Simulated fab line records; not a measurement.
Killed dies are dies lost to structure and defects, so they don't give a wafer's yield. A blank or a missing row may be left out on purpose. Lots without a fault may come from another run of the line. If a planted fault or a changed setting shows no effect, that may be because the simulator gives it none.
fab line records	flow sky130
record lots=7	wafers=21	last-day=49
route steps=708 shown LDD_LDN@293 SPACER@304 PAD_OPEN@708
lots untouched by any fault: they come from a run of this same line in which no faults occurred
start-h: hours from the record's first day to the start of the lot's first wafer shown	wait-h: how many hours have passed since the lot's step before this one	" as in the row above	L1.1+2: several wafers, shown together as one row	- value missing, or start not given	* or withheld: withheld	< > ~ a bound
route shown NAME@n: names a module that has steps shown in the file, with the first one's number in the route	usual: mean/standard deviation of fault-free wafers	same: alike in all rows	chamber/n: place in a boat	sites: the reading at each site	_std_site: how widely they spread, as a standard deviation	_edge_site: mean of outer sites minus mean of inner sites	radius-mm: how far each site lies from the wafer's centre	mask NAME#n: copy n	behind: the most recent tool/chamber to have shaped the wafer	hold: the reason the lot was held/the length of the hold in hours/how it ended	device: whichever transistor did not switch (one of n, p or np)	end of line: at the end of the route, the tests of the same wafers	for a step that has no rows: nothing shown but its recipe	killed: the dies lost at the first sort to structure and to defects; this is not the yield of the wafer	map: a wafer's dies, marking killed ones x, the rest . and places with no die _
set.NAME: the run value of the setting; set.NAME@STEP: its run value at that earlier step	model.NAME: the simulator's own value behind a step, which no gauge read
lots at some steps of the route; a table a step, a row a wafer
services: a tool's chamber out of use, with start hour (start-h, from the record's first day; less than 0 if before it), hours out, and reason
## steps
# step SKY_LDD_LDN_EXPOSE_04
# recipe mask-id=LDNTM	na=0.6	source-shape=conventional	sigma-outer=0.6	polarization=unpolarized	target-cd-nm=700	dose-mj=140
# step SKY_LDD_LDN_PEB_05
# recipe temp-c=withheld	time-s=*	resist=NOVOLAK
# step SKY_LDD_LDN_DEVELOP_06
# recipe resist=NOVOLAK	developer=TMAH	develop-time-s=60	dev-temp-c=23
# step SKY_LDD_LDN_OVL_MEAS_07
# usual LDD_LDN_OVL=-0.1/1.4
lot.wafer	tool	chamber	start-h	wait-h	LDD_LDN_OVL[nm]
L480.1	overlay-02	-	538.92	0.1	0.5
L480.2	"	-	"	"	-1.9
L480.3	"	-	"	"	0.5
L488.1	overlay-02	-	625.12	0.1	-2.5
L488.3	"	-	"	"	-1.0
L488.4	"	-	"	"	-2.2
L490.1	overlay-01	-	637.62	0.1	-0.9
L490.2	"	-	"	"	-0.1
L490.3	"	-	"	"	-1.4
L491.3	overlay-02	-	643.79	0.1	-0.9
L491.4	"	-	"	"	0.7
L491.5	"	-	"	"	-1.3
L494.3	overlay-01	-	668.73	0.1	-0.3
L494.5	"	-	"	"	-1.2
L494.6	"	-	"	"	-0.8
L495.1	overlay-02	-	680.73	0.1	0.2
L495.2	"	-	"	"	0.7
L495.3	"	-	"	"	-0.2
L496.1	overlay-01	-	683.38	0.1	1.9
L496.3	"	-	"	"	2.7
L496.4	"	-	"	"	1.0
# step SKY_LDD_LDN_IMPLANT_08
# recipe species=As	energy-kev=15	dose-cm2=1.25e+13	tilt-deg=withheld	rotation-deg=23
# step SKY_LDD_LDN_IMPLANT_09
# recipe species=As	energy-kev=15	dose-cm2=1.25e+13	tilt-deg=withheld	rotation-deg=113
# step SKY_LDD_LDN_IMPLANT_10
# recipe species=As	energy-kev=15	dose-cm2=1.233e+13	tilt-deg=withheld	rotation-deg=203
# step SKY_LDD_LDN_IMPLANT_11
# recipe species=As	energy-kev=15	dose-cm2=1.25e+13	tilt-deg=withheld	rotation-deg=293
# step SKY_LDD_LDN_STRIP_12
# recipe chemistry=O2/N2	power-w=1400	pressure-mtorr=1500	platen-temp-c=withheld	o2-flow-sccm=3000	n2-flow-sccm=300	overash-fraction=0.5
# usual chamber-pressure-mTorr=1500.0/1.4	drypump-motor-current-A=5.6/0.56	n2-flow-sccm=300.0/1	oes-product-au=0.716/0.0046	strip-time-to-endpoint-s=14.18/0.045
lot.wafer	tool	chamber	start-h	wait-h	chamber-pressure-mTorr	drypump-motor-current-A	n2-flow-sccm	oes-product-au	rf-hours-counter-h	strip-time-to-endpoint-s
L480.1	plasma-asher-02	0	539.55	0.1	1501.7	6.8	299.3	0.717	10	14.22
L480.2	"	1	"	"	1499.4	5.3	299.9	0.715	10	14.22
L480.3	"	0	"	"	1501.7	6.8	298.9	0.720	-	14.23
L488.1	plasma-asher-03	0	625.76	0.1	1500.7	5.0	300.5	0.718	53	14.14
L488.3	"	1	"	"	1499.6	5.9	300.4	0.708	-	14.18
L488.4	"	0	"	"	1497.3	5.0	299.7	0.715	-	14.22
L490.1	plasma-asher-04	0	638.26	0.1	1499.9	5.6	298.5	0.720	79	14.18
L490.2	"	1	"	"	1499.7	5.2	301.5	0.710	79	14.12
L490.3	"	1	"	"	1499.8	5.1	300.8	0.712	-	14.15
L491.3	plasma-asher-03	0	644.45	0.1	1500.5	5.0	299.2	0.721	-	14.22
L491.4	"	1	"	"	1500.8	5.9	299.2	0.716	-	14.23
L491.5	"	0	"	"	1500.2	5.0	300.6	0.720	-	14.23
L494.3	plasma-asher-03	0	669.39	0.1	1499.9	5.0	300.1	0.714	-	14.16
L494.5	"	0	"	"	1502.2	5.0	300.0	0.716	-	14.13
L494.6	"	1	"	"	1501.3	5.9	299.7	0.714	-	14.14
L495.1	plasma-asher-03	0	681.37	0.1	1502.0	5.0	299.9	0.716	58	14.18
L495.2	"	1	"	"	1501.4	5.9	299.2	0.719	58	14.14
L495.3	"	0	"	"	1498.7	5.0	300.4	0.719	-	14.21
L496.1	plasma-asher-02	0	684.02	0.1	1499.1	6.8	299.3	0.719	21	14.07
L496.3	"	0	"	"	1500.0	6.8	299.0	0.715	-	14.09
L496.4	"	1	"	"	1500.2	5.3	299.3	0.716	-	14.12
# step SKY_LDD_LDN_TW_MEAS_13
# usual LDD_LDN_TW=1469/25
lot.wafer	tool	chamber	start-h	wait-h	LDD_LDN_TW
L480.1	film-metro-02	-	539.65	0.1	1436
L480.2	"	-	"	"	1430
L480.3	"	-	"	"	1435
L488.1	film-metro-02	-	625.86	0.1	1434
L488.3	"	-	"	"	1432
L488.4	"	-	"	"	1434
L490.1	film-metro-01	-	638.36	0.1	1474
L490.2	"	-	"	"	1469
L490.3	"	-	"	"	1472
L491.3	film-metro-04	-	644.54	0.1	1506
L491.4	"	-	"	"	1498
L491.5	"	-	"	"	1510
L494.3	film-metro-02	-	669.47	0.1	1438
L494.5	"	-	"	"	1445
L494.6	"	-	"	"	1435
L495.1	film-metro-02	-	681.47	0.1	1458
L495.2	"	-	"	"	1456
L495.3	"	-	"	"	1456
L496.1	film-metro-01	-	684.12	0.1	1488
L496.3	"	-	"	"	1481
L496.4	"	-	"	"	1487
# step SKY_LDD_LDN_CLEAN_14
# recipe chemistry=SC1/SC2	mix=1:4:20	temp-c=70	time-s=150	dry=n2-spin
# step SKY_SPACER_CVD_00
# recipe material=Si3N4	precursor=DCS/NH3	target-thk-nm=43.1	temp-c=770	time-s=740	pressure-mtorr=250
# step SKY_SPACER_THK_MEAS_01
# recipe reads=Si3N4_of_SPACER_CVD_00
# usual SPACER_CVD_00_THK=43.2/0.31
lot.wafer	tool	chamber	start-h	wait-h	hold	SPACER_CVD_00_THK[nm]
L480.1	film-metro-04	-	541.38	0.0	-	43.3
L480.2	"	-	"	"	-	43.0
L480.3	"	-	"	"	-	42.9
L488.1	film-metro-04	-	628.05	0.0	await-dispo/0.2h/release	44.8
L488.3	"	-	"	"	await-dispo/0.2h/release	44.7
L488.4	"	-	"	"	await-dispo/0.2h/release	44.6
L488.1	film-metro-04	-	628.28	0.2	-	44.8
L488.3	"	-	"	"	-	44.7
L488.4	"	-	"	"	-	44.5
L490.1	film-metro-04	-	639.68	0.0	await-dispo/0.2h/release	44.3
L490.2	"	-	"	"	await-dispo/0.2h/release	44.6
L490.3	"	-	"	"	await-dispo/0.2h/release	44.4
L490.1	film-metro-04	-	639.90	0.2	-	44.3
L490.2	"	-	"	"	-	44.6
L490.3	"	-	"	"	-	44.4
L491.3	film-metro-04	-	646.07	0.0	await-dispo/0.2h/release	44.5
L491.4	"	-	"	"	await-dispo/0.2h/release	44.3
L491.5	"	-	"	"	await-dispo/0.2h/release	44.0
L491.3	film-metro-04	-	646.29	0.2	-	44.6
L491.4	"	-	"	"	-	44.3
L491.5	"	-	"	"	-	43.9
L494.3	film-metro-03	-	670.79	0.0	-	43.3
L494.5	"	-	"	"	-	43.1
L494.6	"	-	"	"	-	43.3
L495.1	film-metro-03	-	685.03	0.0	-	43.5
L495.2	"	-	"	"	-	43.2
L495.3	"	-	"	"	-	43.5
L496.1	film-metro-03	-	688.41	0.0	-	43.0
L496.3	"	-	"	"	-	43.2
L496.4	"	-	"	"	-	43.0
# step SKY_SPACER_ETCHBACK_02
# recipe chemistry=CH3F/O2	target=Si3N4	stop-on=SiO2	source-w=400	bias-w=80	pressure-mtorr=25	ch3f-flow-sccm=40	O2_flow_sccm=30	time-s=46.7	target-depth-a=450
# usual O2_flow_sccm=30.00/0.079	chamber-pressure-mTorr=25.002/0.02	drypump-motor-current-A=5.6/0.32	oes-product-au=0.856/0.0059	throttle-valve-pct=10.563/0.0092
lot.wafer	tool	chamber	start-h	wait-h	hold	O2_flow_sccm	chamber-pressure-mTorr	drypump-motor-current-A	oes-product-au	rf-hours-counter-h	throttle-valve-pct
L480.1	rie-diel-01	0	541.44	0.1	-	29.90	25.004	5.4	0.859	4	10.568
L480.2	"	1	"	"	-	30.02	24.945	5.4	0.854	21	10.588
L480.3	"	2	"	"	-	30.02	25.006	6.2	0.852	1	10.559
L488.1	rie-diel-02	2	632.27	4.0	await-dispo/3.9h/release	30.04	24.978	5.6	0.864	3	10.552
L488.3	"	1	"	"	await-dispo/3.9h/release	29.99	25.012	5.9	0.865	36	10.564
L488.4	"	0	"	"	await-dispo/3.9h/release	30.02	24.996	5.6	0.846	15	10.544
L491.3	rie-diel-04	1	650.14	3.8	await-dispo/3.8h/release	30.00	25.011	5.7	0.857	4	10.557
L491.4	"	3	"	"	await-dispo/3.8h/release	29.97	25.006	5.8	0.849	1	10.571
L491.5	"	2	"	"	await-dispo/3.8h/release	29.99	25.028	5.0	0.848	-	10.557
L490.1	rie-diel-04	2	652.13	12.2	await-dispo/12.2h/release	30.06	24.996	5.0	0.853	6	10.555
L490.2	"	3	"	"	await-dispo/12.2h/release	29.88	25.008	5.8	0.862	1	10.567
L490.3	"	1	"	"	await-dispo/12.2h/release	30.06	24.970	5.7	0.852	3	10.564
L494.3	rie-diel-01	0	670.83	0.0	-	29.99	24.990	5.4	0.851	6	10.576
L494.5	"	0	"	"	-	29.92	25.033	5.4	0.859	-	10.568
L494.6	"	3	"	"	-	30.00	25.017	6.0	0.851	-	10.561
L495.1	rie-diel-01	0	685.09	0.1	-	30.04	24.954	5.4	0.858	6	10.574
L495.2	"	2	"	"	-	30.07	25.000	6.2	0.855	4	10.544
L495.3	"	3	"	"	-	29.87	25.015	6.1	0.858	13	10.558
L496.1	rie-diel-02	1	688.47	0.1	-	29.91	25.005	5.9	0.863	37	10.569
L496.3	"	2	"	"	-	30.18	25.016	5.6	0.858	4	10.570
L496.4	"	3	"	"	-	30.03	25.022	5.3	0.858	26	10.565
# step SKY_PAD_OPEN_PROBE_99
# usual killed_at_M0_to_M3=43/7.2	killed_at_M4_up=3.5/2	killed-at-contacts=24/5.2	killed-at-front-end=15/4.4	killed-at-other=0.2/0.48	killed-dies=85/9.4	killed-open=46/7.3	killed-short=39/6.1
# same gross-dies=492	killed-at-back-side=0
lot.wafer	tool	chamber	start-h	wait-h	killed_at_M0_to_M3	killed_at_M4_up	killed-at-contacts	killed-at-front-end	killed-at-other	killed-dies	killed-open	killed-short
L480.1	prober-01	-	1097.72	0.1	34	2	31	22	0	89	42	47
L480.2	prober-01	-	1097.77	0.1	38	6	18	11	0	73	40	33
L480.3	prober-01	-	1097.82	0.2	40	4	20	21	0	85	42	43
L490.3	prober-01	-	1148.95	0.2	44	5	29	15	0	93	57	36
L494.3	prober-02	-	1165.16	0.2	47	1	27	19	0	94	52	41
L494.5	prober-02	-	1165.26	0.2	39	1	16	16	1	73	41	31
L494.6	prober-02	-	1165.31	0.2	49	1	40	6	0	96	53	43
L495.1	prober-02	-	1169.61	0.1	35	3	18	15	0	71	38	33
L495.2	prober-02	-	1169.66	0.1	47	4	25	17	0	93	54	39
L495.3	prober-02	-	1169.71	0.2	52	4	21	20	0	97	54	43
L496.1	prober-01	-	1172.35	0.1	40	0	21	10	0	71	41	30
L496.3	prober-01	-	1172.45	0.2	38	1	26	11	0	76	46	30
L496.4	prober-01	-	1172.50	0.2	41	2	25	12	0	80	41	39
# killed by level:class
L480.1 CONTACT:geometric-particle:open=12 CONTACT:geometric-particle:short=8 VIA3:geometric-particle:open=8 POLY_GATE:geometric-particle:short=7 VIA1:geometric-particle:open=7 FIELD_ISO:geometric-particle:open=5 LI_CONTACT:geometric-particle:open=5 LOCAL_INTERCONNECT:geometric-particle:short=4
L480.2 VIA1:geometric-particle:open=9 VIA2:geometric-particle:open=7 CONTACT:geometric-particle:open=6 METAL2:geometric-particle:short=6 FIELD_ISO:geometric-particle:open=4 POLY_GATE:geometric-particle:open=4 CONTACT:geometric-particle:short=4 VIA3:geometric-particle:short=4
L480.3 VIA1:geometric-particle:open=9 CONTACT:geometric-particle:open=7 METAL1:geometric-particle:short=6 METAL3:geometric-particle:short=6 FIELD_ISO:geometric-particle:open=5 FIELD_ISO:geometric-particle:short=5 POLY_GATE:geometric-particle:open=5 LOCAL_INTERCONNECT:geometric-particle:short=5
L490.3 VIA1:geometric-particle:open=15 CONTACT:geometric-particle:open=12 LI_CONTACT:geometric-particle:open=6 LOCAL_INTERCONNECT:geometric-particle:short=5 CONTACT:geometric-particle:short=5 VIA1:geometric-particle:short=5 METAL2:geometric-particle:short=5 VIA2:geometric-particle:open=5
L494.3 VIA1:geometric-particle:open=12 CONTACT:geometric-particle:open=11 FIELD_ISO:geometric-particle:open=6 METAL2:geometric-particle:short=6 VIA2:geometric-particle:open=6 LI_CONTACT:geometric-particle:open=5 LOCAL_INTERCONNECT:geometric-particle:short=5 VIA3:geometric-particle:open=5
L494.5 VIA1:geometric-particle:open=9 METAL1:geometric-particle:short=7 FIELD_ISO:geometric-particle:open=5 FIELD_ISO:geometric-particle:short=5 CONTACT:geometric-particle:open=5 METAL1:geometric-particle:open=5 CONTACT:geometric-particle:short=4 METAL2:geometric-particle:open=4
L494.6 CONTACT:geometric-particle:open=14 VIA1:geometric-particle:open=12 LI_CONTACT:geometric-particle:open=9 CONTACT:geometric-particle:short=9 METAL2:geometric-particle:short=8 VIA3:geometric-particle:open=6 VIA3:geometric-particle:short=6 LOCAL_INTERCONNECT:geometric-particle:short=5
L495.1 VIA1:geometric-particle:open=9 CONTACT:geometric-particle:short=6 CONTACT:geometric-particle:open=6 VIA1:geometric-particle:short=6 VIA3:geometric-particle:open=6 METAL2:geometric-particle:short=5 FIELD_ISO:geometric-particle:open=4 LOCAL_INTERCONNECT:geometric-particle:short=4
L495.2 VIA1:geometric-particle:short=11 VIA1:geometric-particle:open=11 VIA3:geometric-particle:open=10 LI_CONTACT:geometric-particle:open=8 CONTACT:geometric-particle:open=6 POLY_GATE:geometric-particle:open=5 CONTACT:geometric-particle:short=5 VIA3:geometric-particle:short=4
L495.3 VIA1:geometric-particle:open=18 LI_CONTACT:geometric-particle:open=8 VIA3:geometric-particle:open=7 CONTACT:geometric-particle:open=6 VIA2:geometric-particle:open=6 FIELD_ISO:geometric-particle:open=5 FIELD_ISO:geometric-particle:short=5 CONTACT:geometric-particle:short=5
L496.1 VIA3:geometric-particle:open=8 CONTACT:geometric-particle:open=7 VIA1:geometric-particle:open=7 LI_CONTACT:geometric-particle:open=6 VIA2:geometric-particle:open=5 METAL1:geometric-particle:short=4 CONTACT:geometric-particle:short=4 VIA1:geometric-particle:short=4
L496.3 LI_CONTACT:geometric-particle:open=10 VIA1:geometric-particle:open=10 CONTACT:geometric-particle:open=6 LOCAL_INTERCONNECT:geometric-particle:short=5 METAL2:geometric-particle:short=5 VIA2:geometric-particle:open=5 VIA3:geometric-particle:open=5 FIELD_ISO:geometric-particle:short=4
L496.4 VIA1:geometric-particle:open=8 LI_CONTACT:geometric-particle:open=7 METAL2:geometric-particle:short=6 FIELD_ISO:geometric-particle:short=5 LI_CONTACT:geometric-particle:short=5 VIA2:geometric-particle:short=5 CONTACT:geometric-particle:open=5 METAL3:geometric-particle:open=4
## services
tool	chamber	start-h	hours	kind
plasma-asher-02	-	523.77	1.7	repair
rie-diel-01	3	537.59	36.1	repair
rie-diel-04	3	568.26	-	clean
rie-diel-04	3	568.26	14.6	scheduled-down
rie-diel-04	3	568.26	14.6	vent-cycle
rie-diel-02	-	568.63	2.8	pm
rie-diel-04	-	575.21	10.0	pm
plasma-asher-02	-	581.61	2.8	pm
plasma-asher-02	-	592.81	21.6	repair
rie-diel-02	3	608.81	5.7	repair
rie-diel-04	3	625.72	9.6	repair
plasma-asher-02	-	636.50	14.6	pm
rie-diel-02	3	639.15	9.0	repair
rie-diel-02	2	648.33	3.4	repair
rie-diel-02	3	653.73	9.8	repair
rie-diel-02	2	677.69	1.7	repair
rie-diel-01	0	687.32	6.8	repair
## key
first-sign step=SKY_SPACER_THK_MEAS_01	reading=visit	direction=added
effect step=SKY_SPACER_THK_MEAS_01	reading=SPACER_CVD_00_THK	direction=up	sigmas=4.1	usual=43.2	struck=44.5
met-at SKY_SPACER_THK_MEAS_01
struck-wafers L488.1,L488.3,L488.4,L490.1,L490.2,L490.3,L491.3,L491.4,L491.5
tester-left-out L488,L490,L491
onset-between 541.38 628.05
fault kind=metrology-matching-offset	tool=film-metro-04	chamber=-	onset-h=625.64	steps=SKY_SPACER_THK_MEAS_01	param=thk-nm	offset=1.5806
# tester-left-out: of these lots the tester's yield and bins aren't shown, on N5 and GAA mostly nor the transistor test; their killed dies are dies lost to structure and defects alone, not to doping, threshold or leakage, so they don't give the yield
